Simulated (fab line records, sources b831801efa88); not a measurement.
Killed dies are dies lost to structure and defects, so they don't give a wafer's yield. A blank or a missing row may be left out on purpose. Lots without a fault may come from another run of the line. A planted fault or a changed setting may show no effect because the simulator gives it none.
Chamber matching | flow gf180mcu | GF_V4_CMP_26 on cmp-01: 4 sister chambers
The step polishes, stops on SiO2, t overpolish 15 s, target thk 0 nm. 8 wafers are shown with their chamber, then 7 later ones without.

WAFERS WITH THEIR CHAMBER
wafer  | chamber | motor_current_A (A) | time_to_endpoint_s (s)
L869.1 | 1       | 14.6                | 88
L875.1 | 0       | 11.4                | 94
L875.6 | 3       | 12.9                | 93
L877.2 | 3       | 12.4                | 92
L877.3 | 0       | 11.4                | 94
L877.4 | 1       | 14.3                | 91
L883.4 | 2       | 10.7                | 85
L883.5 | 2       | 11.2                | 86

WAFERS WITHOUT THEIR CHAMBER
wafer  | motor_current_A (A) | time_to_endpoint_s (s)
L883.6 | 14.2                | 90
L884.2 | 10.9                | 90
L884.4 | 15.1                | 93
L884.6 | 11.2                | 88
L885.1 | 13.2                | 96
L885.5 | 12.5                | 93
L885.6 | 11.6                | 90

WHICH CHAMBER EACH WENT THROUGH
wafer  | from the rows above          | in truth
L883.6 | 1                            | 1
L884.2 | can't be placed: 2 or 0      | 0
L884.4 | 1                            | 1
L884.6 | 2                            | 2
L885.1 | 3                            | 3
L885.5 | 3                            | 3
L885.6 | can't be placed: 0 or 3 or 2 | 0
Placed correctly: 5 of 7. Can't be placed from these rows: 2 (the true chamber is among the candidates in 2). Placed wrongly: 0.
How it was worked out, from the rows above alone: a wafer's distance from a chamber is the root of the sum, over the readings, of the square of ((its reading less the chamber's mean) divided by the reading's scatter). The wafer belongs to the nearest chamber; if the next one is less than 2 further off, it can't be placed. A chamber's mean is the mean of its shown wafers. The scatter: the root of (the sum of the squares of (reading less its chamber's mean) over the shown wafers, divided by (wafers less chambers)).
